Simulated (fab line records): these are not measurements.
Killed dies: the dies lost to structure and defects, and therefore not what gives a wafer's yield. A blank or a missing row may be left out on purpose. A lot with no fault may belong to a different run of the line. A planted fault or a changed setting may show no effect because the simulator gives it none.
A single fault, viewed from 2 desks    flow gf180mcu    each desk has only its own numbers; what lay behind them comes last

FOR THE TOOL OWNER'S DESK: rtp anneal-02
At GF_SALICIDE_RTA_06 (time 30 s), the tool's own readings, given per lot that ran on this tool as the mean of the sampled wafers with a number. A lot is out of limits, marked OUT, if its mean lies more than 4 standard deviations from the usual mean; the brackets give that distance.
Columns: A = chamber o2 ppm at GF_SALICIDE_RTA_06, usual 2.001; B = lamp power pct at GF_SALICIDE_RTA_06, usual 5.35 %; C = wafer_temp_C_max at GF_SALICIDE_RTA_06, usual 532.4
lot   first seen here  A      B     C
L505  day 15 08:02     1.990  5.58  532.6
L509  day 16 14:04     1.992  4.66  532.4
L511  day 17 15:24     2.007  4.67  532.0
Result from this desk: across the 3 lots, nothing is out of limits.

FROM THE METROLOGY DESK
What the gauges read for every lot (on any tool): the sampled wafers with a number, averaged. A lot is out of limits, marked OUT, if its mean lies more than 4 standard deviations from the usual mean; the brackets give that distance.
Columns: A = cd nm at GF_SAB_CD_MEAS_09, usual 420.0 nm; B = SAB_OVL at GF_SAB_OVL_MEAS_10, usual 1.4 nm; C = SALICIDE_TIN_RS at GF_SALICIDE_RS_MEAS_04, usual 16.5 ohm/sq; D = SALICIDE_TIN_THK at GF_SALICIDE_THK_MEAS_05, usual 20.1 nm
lot   first seen here  A      B    C     D
L505  day 15 07:19     420.9  1.4  16.7  19.8
L509  day 16 13:19     418.7  1.9  16.2  19.9
L511  day 17 14:41     417.4  1.7  16.3  19.9
L520  day 20 17:49     419.6  0.1  16.7  20.1
L525  day 22 15:52     418.3  2.0  16.4  20.1
L528  day 23 10:07     420.3  2.2  16.6  20.2
Result from this desk: across the 6 lots, nothing is out of limits.

BROUGHT TOGETHER
The tool owner's desk saw nothing out of limits.
Nothing out of limits was seen by the metrology desk.

WHAT THE SIMULATOR HAD INSERTED
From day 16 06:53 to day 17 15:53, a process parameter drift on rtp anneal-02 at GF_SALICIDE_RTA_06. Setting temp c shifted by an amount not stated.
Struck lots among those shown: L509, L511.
